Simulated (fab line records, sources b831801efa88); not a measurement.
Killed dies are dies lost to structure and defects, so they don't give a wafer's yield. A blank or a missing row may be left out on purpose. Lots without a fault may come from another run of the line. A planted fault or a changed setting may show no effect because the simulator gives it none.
Which tool did it? | flow gf180mcu | 15 lots, 45 wafers sampled, at 5 steps of a route of 602

WHAT THE GAUGES READ, wafer by wafer
The record holds no reading of a measuring or inspecting step that can be judged against a usual standard deviation.

WHICH TOOL RAN EACH LOT (tool, then ch and the chambers of the sampled wafers, then the start)
lot  | GF_V2_ETCH_17                      | GF_V2_STRIP_18                       | GF_V2_SPUTTER_21             | GF_V2_SPUTTER_22             | GF_M3_SPUTTER_02
L395 | rie_diel-01 ch 0,1,3, day 20 08:00 | plasma_asher-01 ch 1, day 20 08:59   | pvd_sputter-04, day 20 09:32 | pvd_sputter-04, day 20 09:35 | pvd_sputter-03, day 20 10:21
L396 | rie_diel-02 ch 0,1,2, day 20 11:00 | plasma_asher-01 ch 0,1, day 20 11:40 | pvd_sputter-01, day 20 12:12 | pvd_sputter-01, day 20 12:16 | pvd_sputter-02, day 20 13:08
L397 | rie_diel-01 ch 0,3, day 21 00:00   | plasma_asher-04 ch 0,1, day 21 00:50 | pvd_sputter-01, day 21 01:27 | pvd_sputter-01, day 21 01:31 | pvd_sputter-04, day 21 02:30
L399 | rie_diel-04 ch 0,1,3, day 22 00:00 | plasma_asher-01 ch 0,1, day 22 00:47 | pvd_sputter-01, day 22 01:20 | pvd_sputter-01, day 22 01:23 | pvd_sputter-03, day 22 02:09
L400 | rie_diel-04 ch 0,1, day 22 10:00   | plasma_asher-02 ch 0,1, day 22 10:26 | pvd_sputter-01, day 22 11:05 | pvd_sputter-01, day 22 11:08 | pvd_sputter-04, day 22 11:54
L401 | rie_diel-02 ch 0,1, day 22 16:00   | plasma_asher-02 ch 0,1, day 22 16:44 | pvd_sputter-04, day 22 17:16 | pvd_sputter-04, day 22 17:20 | pvd_sputter-02, day 22 18:05
L403 | rie_diel-01 ch 0,1,2, day 23 08:00 | plasma_asher-04 ch 0,1, day 23 08:23 | pvd_sputter-04, day 23 08:56 | pvd_sputter-04, day 23 09:00 | -
L404 | rie_diel-04 ch 0,1,2, day 23 13:00 | plasma_asher-02 ch 0, day 23 13:44   | pvd_sputter-02, day 23 14:18 | pvd_sputter-02, day 23 14:22 | -
L405 | rie_diel-02 ch 0,1,2, day 24 00:00 | plasma_asher-04 ch 0,1, day 24 00:23 | pvd_sputter-02, day 24 01:16 | pvd_sputter-02, day 24 01:19 | -
L408 | rie_diel-02 ch 0,1, day 25 00:00   | plasma_asher-04 ch 0,1, day 25 00:22 | pvd_sputter-01, day 25 00:52 | pvd_sputter-01, day 25 00:56 | pvd_sputter-02, day 25 01:50
L414 | rie_diel-04 ch 0,2,3, day 26 17:00 | plasma_asher-04 ch 0,1, day 26 17:44 | pvd_sputter-02, day 26 18:16 | pvd_sputter-02, day 26 18:20 | pvd_sputter-02, day 26 19:05
L415 | rie_diel-04 ch 0,1, day 26 23:00   | plasma_asher-01 ch 0,1, day 26 23:29 | pvd_sputter-01, day 27 00:01 | pvd_sputter-01, day 27 00:04 | pvd_sputter-02, day 27 00:50
L416 | rie_diel-02 ch 0,3, day 27 11:00   | plasma_asher-04 ch 1, day 27 11:50   | pvd_sputter-04, day 27 12:24 | pvd_sputter-04, day 27 12:28 | pvd_sputter-03, day 27 13:13
L417 | rie_diel-01 ch 1,3, day 27 13:00   | plasma_asher-02 ch 0,1, day 27 13:14 | pvd_sputter-02, day 27 13:47 | pvd_sputter-02, day 27 13:50 | pvd_sputter-04, day 27 14:36
L418 | rie_diel-04 ch 1,3, day 27 19:00   | plasma_asher-01 ch 0,1, day 27 19:38 | pvd_sputter-02, day 27 20:12 | pvd_sputter-02, day 27 20:16 | pvd_sputter-03, day 27 21:01
- GF_V2_ETCH_17: etches SiO2 in C4F8/O2/Ar, stops on TiN, target depth 630 nm.
- GF_V2_STRIP_18: strips in O2/N2.
- GF_V2_SPUTTER_21: material Ti, target thk 15 nm, time 80.02 s.
- GF_V2_SPUTTER_22: material TiN, target thk 10 nm, time 40.64 s.
- GF_M3_SPUTTER_02: material AlCu, target thk 450 nm, time 23.9 s.

WHAT THE TOOLS THEMSELVES READ (means of the sampled wafers that have a number; where no wafer has one, the mark that the record gives instead)
GF_V2_ETCH_17. Usual: bias_w 1200 W, standard deviation 3.6; chamber_pressure_mTorr 40.00 mTorr, standard deviation 0.037; oes_product_au 0.855 a.u., standard deviation 0.0047.
lot  | tool        | bias_w (W) | chamber_pressure_mTorr (mTorr) | oes_product_au (a.u.) | flag
L395 | rie_diel-01 | 1198       | 39.99                          | 0.856                 |
L396 | rie_diel-02 | 1200       | 40.00                          | 0.858                 |
L397 | rie_diel-01 | 1198       | 39.96                          | 0.855                 |
L399 | rie_diel-04 | 1201       | 40.04                          | 0.849                 |
L400 | rie_diel-04 | 1203       | 40.01                          | 0.856                 |
L401 | rie_diel-02 | 1201       | 40.00                          | 0.858                 |
L403 | rie_diel-01 | -          | -                              | -                     | OFF
L404 | rie_diel-04 | -          | -                              | -                     | OFF
L405 | rie_diel-02 | -          | -                              | -                     | OFF
L408 | rie_diel-02 | 1199       | 39.99                          | 0.856                 |
L414 | rie_diel-04 | 1202       | 40.00                          | 0.859                 |
L415 | rie_diel-04 | 1201       | 40.00                          | 0.853                 |
L416 | rie_diel-02 | 1202       | 39.98                          | 0.858                 |
L417 | rie_diel-01 | 1198       | 40.00                          | 0.848                 |
L418 | rie_diel-04 | 1199       | 40.02                          | 0.855                 |

GF_V2_STRIP_18. Usual: drypump_motor_current_A 5.8 A, standard deviation 0.58; heater_power_w 317 W, standard deviation 52; oes_product_au 0.592 a.u., standard deviation 0.005.
lot  | tool            | drypump_motor_current_A (A) | heater_power_w (W) | oes_product_au (a.u.) | flag
L395 | plasma_asher-01 | 4.7                         | 275                | 0.594                 |
L396 | plasma_asher-01 | 5.0                         | 319                | 0.595                 |
L397 | plasma_asher-04 | 6.3                         | 316                | 0.593                 |
L399 | plasma_asher-01 | 5.0                         | 321                | 0.595                 |
L400 | plasma_asher-02 | 6.2                         | 291                | 0.593                 |
L401 | plasma_asher-02 | 6.1                         | 290                | 0.593                 |
L403 | plasma_asher-04 | 6.3                         | 318                | 0.667                 | OFF
L404 | plasma_asher-02 | 6.4                         | 283                | 0.662                 | OFF
L405 | plasma_asher-04 | 6.1                         | 293                | 0.666                 | OFF
L408 | plasma_asher-04 | 6.1                         | 293                | 0.592                 |
L414 | plasma_asher-04 | 6.3                         | 312                | 0.592                 |
L415 | plasma_asher-01 | 5.0                         | 321                | 0.594                 |
L416 | plasma_asher-04 | 6.4                         | 332                | 0.596                 |
L417 | plasma_asher-02 | 5.9                         | 297                | 0.587                 |
L418 | plasma_asher-01 | 5.0                         | 319                | 0.590                 |

GF_V2_SPUTTER_21. Usual: throttle_valve_pct 30.5 %, standard deviation 1.1.
lot  | tool           | throttle_valve_pct (%) | flag
L395 | pvd_sputter-04 | 30.2                   |
L396 | pvd_sputter-01 | 29.8                   |
L397 | pvd_sputter-01 | 30.9                   |
L399 | pvd_sputter-01 | 31.3                   |
L400 | pvd_sputter-01 | 29.7                   |
L401 | pvd_sputter-04 | 29.5                   |
L403 | pvd_sputter-04 | 30.0                   |
L404 | pvd_sputter-02 | 30.2                   |
L405 | pvd_sputter-02 | 30.3                   |
L408 | pvd_sputter-01 | 31.7                   |
L414 | pvd_sputter-02 | 29.5                   |
L415 | pvd_sputter-01 | 32.3                   |
L416 | pvd_sputter-04 | 30.4                   |
L417 | pvd_sputter-02 | 30.1                   |
L418 | pvd_sputter-02 | 30.8                   |

GF_V2_SPUTTER_22. Usual: throttle_valve_pct 30.5 %, standard deviation 1.1.
lot  | tool           | throttle_valve_pct (%) | flag
L395 | pvd_sputter-04 | 30.3                   |
L396 | pvd_sputter-01 | 29.8                   |
L397 | pvd_sputter-01 | 30.7                   |
L399 | pvd_sputter-01 | 31.4                   |
L400 | pvd_sputter-01 | 29.7                   |
L401 | pvd_sputter-04 | 29.6                   |
L403 | pvd_sputter-04 | 29.9                   |
L404 | pvd_sputter-02 | 30.0                   |
L405 | pvd_sputter-02 | 30.4                   |
L408 | pvd_sputter-01 | 31.9                   |
L414 | pvd_sputter-02 | 29.6                   |
L415 | pvd_sputter-01 | 32.3                   |
L416 | pvd_sputter-04 | 30.5                   |
L417 | pvd_sputter-02 | 30.2                   |
L418 | pvd_sputter-02 | 30.7                   |

GF_M3_SPUTTER_02. Usual: throttle_valve_pct 30.0 %, standard deviation 0.98.
lot  | tool           | throttle_valve_pct (%) | flag
L395 | pvd_sputter-03 | 29.1                   |
L396 | pvd_sputter-02 | 30.6                   |
L397 | pvd_sputter-04 | 29.2                   |
L399 | pvd_sputter-03 | 29.4                   |
L400 | pvd_sputter-04 | 30.3                   |
L401 | pvd_sputter-02 | 30.9                   |
L408 | pvd_sputter-02 | 29.8                   |
L414 | pvd_sputter-02 | 29.6                   |
L415 | pvd_sputter-02 | 30.8                   |
L416 | pvd_sputter-03 | 29.1                   |
L417 | pvd_sputter-04 | 30.3                   |
L418 | pvd_sputter-03 | 29.5                   |

THE ANSWER, worked out from the rows above alone
Rule: a lot is off if the mean of its wafers that have a number lies more than 3 standard deviations from the usual mean. A lot without any number at a reading at which 4 lots or more have one is off too. The other lots that the step has rows for count as sound. The gauges are gone through in route order, then the tools' own readings, and for those a lot's mean is taken as printed above. The first step at which some lot is off is used, and at that step the reading that is off furthest; a lot without a number counts as furthest.
Off: L403, L404, L405, at GF_V2_ETCH_17 (bias_w). Without a number there: L403, L404, L405.
A tool fits if, at that step or a process step before it, it ran every lot that is off, and no sound lot after the first of them. None of those tried fits.

WHAT THE SIMULATOR HAD PUT IN
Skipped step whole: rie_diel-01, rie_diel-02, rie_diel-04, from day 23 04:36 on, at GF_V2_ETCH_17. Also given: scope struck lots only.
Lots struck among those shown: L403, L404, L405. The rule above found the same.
